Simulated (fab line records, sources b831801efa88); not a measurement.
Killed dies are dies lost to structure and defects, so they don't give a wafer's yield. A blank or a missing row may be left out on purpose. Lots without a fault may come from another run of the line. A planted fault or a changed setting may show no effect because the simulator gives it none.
One fault seen from 2 desks | flow gf180mcu | each desk has only its own numbers; what lay behind them comes last

THE METROLOGY DESK
What the gauges read, lot by lot, whatever tool the lot ran on: means of the sampled wafers that have a number. A lot is out of limits, marked OUT, if its mean lies more than 4 standard deviations from the usual mean; the brackets give that distance.
Columns: A = CONTACT_CVD_02_THK at GF_CONTACT_THK_MEAS_03, usual 858 nm; B = M1_ALCU_RS at GF_M1_RS_MEAS_05, usual 0.0699 ohm/sq; C = M1_ALCU_THK at GF_M1_THK_MEAS_06, usual 447 nm; D = cd_nm at GF_M1_CD_MEAS_14, usual 230.1 nm
lot  | first seen here | A   | B      | C   | D
L969 | day 15 17:31    | 853 | 0.0711 | 441 | 231.8
L970 | day 15 21:59    | 856 | 0.0693 | 452 | 230.3
L971 | day 16 10:11    | 872 | 0.0698 | 450 | 229.4
L972 | day 17 00:11    | 848 | 0.0710 | 438 | 229.5
L974 | day 17 15:53    | 861 | 0.0698 | 445 | 228.7
L975 | day 18 03:46    | 869 | 0.0706 | 443 | 232.0
L976 | day 18 03:59    | 853 | 0.0695 | 449 | 229.7
L979 | day 19 15:34    | 858 | 0.0696 | 447 | 229.4
L980 | day 19 18:59    | 861 | 0.0715 | 435 | 229.2
L989 | day 22 15:59    | 871 | 0.0691 | 432 | 231.0
L991 | day 23 15:05    | 852 | 0.0700 | 444 | 231.7
This desk's finding: nothing out of limits on any of the 11 lots.

THE TOOL OWNER'S DESK: pvd_sputter-04
The tool's own readings at GF_M1_SPUTTER_04 (material TiN, target thk 50 nm, time 41.7 s): means of the sampled wafers that have a number, for each lot that ran on this tool. A lot is out of limits, marked OUT, if its mean lies more than 4 standard deviations from the usual mean; the brackets give that distance.
Columns: A = cathode_dc_power_W at GF_M1_SPUTTER_04, usual 6500.0 W; B = throttle_valve_pct at GF_M1_SPUTTER_04, usual 30.2 %
lot  | first seen here | A                        | B
L976 | day 19 05:11    | 6500.6                   | 30.7
L979 | day 20 17:50    | 6501.1                   | 31.5
L989 | day 23 17:27    | 9083.7 (+99 or more) OUT | 31.0
This desk's finding: out of limits on L989; first on L989, day 23 17:27 (cathode_dc_power_W at GF_M1_SPUTTER_04). In limits: L976, L979.

PUT TOGETHER
The tool owner's desk could have raised an alarm at day 23 17:27, on L989.
The metrology desk saw nothing out of limits.
The metrology desk has L989 on record, within its limits.
Of the lots named, all ran GF_M1_SPUTTER_04 on pvd_sputter-04.

WHAT THE SIMULATOR HAD PUT IN
Process parameter drift: pvd_sputter-04, from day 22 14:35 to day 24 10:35, at GF_M1_SPUTTER_04. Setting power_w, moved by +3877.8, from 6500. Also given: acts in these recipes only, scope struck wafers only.
Lots struck among those shown: L989.
Hours from the fault's start to each desk's first reading out of limits: the tool owner's desk, 27.
